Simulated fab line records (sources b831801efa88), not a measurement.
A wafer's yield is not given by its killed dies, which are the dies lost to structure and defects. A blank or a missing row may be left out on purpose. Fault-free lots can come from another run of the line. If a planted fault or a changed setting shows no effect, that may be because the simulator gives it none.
One fault through the eyes of 2 desks | flow sky130 | only its own numbers are on each desk; what lay behind them is given at the end

DESK OF THE TOOL OWNER: implanter-03
The tool's own readings at SKY_NWELL_IMPLANT_12: means of the sampled wafers that have a number, for each lot that ran on this tool. The brackets show how far a lot's mean lies from the usual mean; more than 4 standard deviations puts the lot out of limits, marked OUT.
Columns: A = beam-on-s at SKY_NWELL_IMPLANT_12, usual 10.00 s; B = dose-ions-cm2 at SKY_NWELL_IMPLANT_12, usual 1.3001e+12; C = faraday-current-uA at SKY_NWELL_IMPLANT_12, usual 7.33
lot  | first seen here | A     | B                    | C
L305 | day 4 15:25     | 10.00 | 1.2988e+12           | 7.32
L306 | day 5 00:40     | 10.02 | 1.3012e+12           | 7.31
L310 | day 6 04:03     | 10.08 | 1.4424e+12 (+95) OUT | 8.08 (+5.0) OUT
L312 | day 6 12:44     | 10.16 | 1.4437e+12 (+96) OUT | 8.01 (+4.5) OUT
L327 | day 10 13:48    | 10.02 | 1.2994e+12           | 7.32
Finding of this desk: L310, L312 out of limits; the first was L310 at day 6 04:03, on dose-ions-cm2 at SKY_NWELL_IMPLANT_12. L305, L306, L327 stayed within limits.

METROLOGY DESK
What the gauges read for every lot (on any tool): the sampled wafers with a number, averaged. The brackets show how far a lot's mean lies from the usual mean; more than 4 standard deviations puts the lot out of limits, marked OUT.
Columns: A = NWELL_RS at SKY_NWELL_RS_MEAS_29, usual 624.7 ohm/sq; B = VT_ADJUST_HVTP_OVL at SKY_VT_ADJUST_HVTP_OVL_MEAS_08, usual 0.6 nm; C = GATE_OXIDE_TW at SKY_GATE_OXIDE_TW_MEAS_14, usual 221.9
lot  | first seen here | A     | B    | C
L304 | day 5 05:26     | 625.4 | 2.1  | 222.9
L305 | day 5 09:35     | 627.5 | 0.7  | 223.0
L306 | day 5 19:16     | 624.5 | -0.8 | 217.9
L307 | day 5 22:21     | 625.3 | 0.1  | 222.3
L310 | day 6 20:20     | 620.2 | 1.6  | 223.6
L312 | day 7 07:40     | 619.2 | 0.2  | 218.3
L318 | day 8 21:04     | 622.7 | -0.6 | 223.6
L320 | day 9 02:02     | 623.3 | 1.7  | 218.9
L323 | day 11 12:20    | 624.5 | -1.1 | 219.2
L324 | day 11 12:40    | 623.9 | 1.1  | 222.1
L327 | day 11 12:40    | 624.9 | 1.3  | 222.3
L326 | day 11 15:13    | 623.8 | 2.7  | 219.8
This desk found nothing out of limits on any of the 12 lots.

PUT TOGETHER
At day 6 04:03, on L310, L312, the tool owner's desk was in a position to raise an alarm.
From the metrology desk's view, nothing was out of limits.
The metrology desk holds a record of L310, L312, inside its limits.
On implanter-03, each named lot ran SKY_NWELL_IMPLANT_12.

WHAT THE SIMULATOR PUT IN
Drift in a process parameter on implanter-03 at SKY_NWELL_IMPLANT_12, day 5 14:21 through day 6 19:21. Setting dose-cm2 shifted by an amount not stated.
Shown lots that were struck: L310, L312.
Delay in hours, fault start to first out-of-limits reading, by desk: the tool owner's desk at 14.
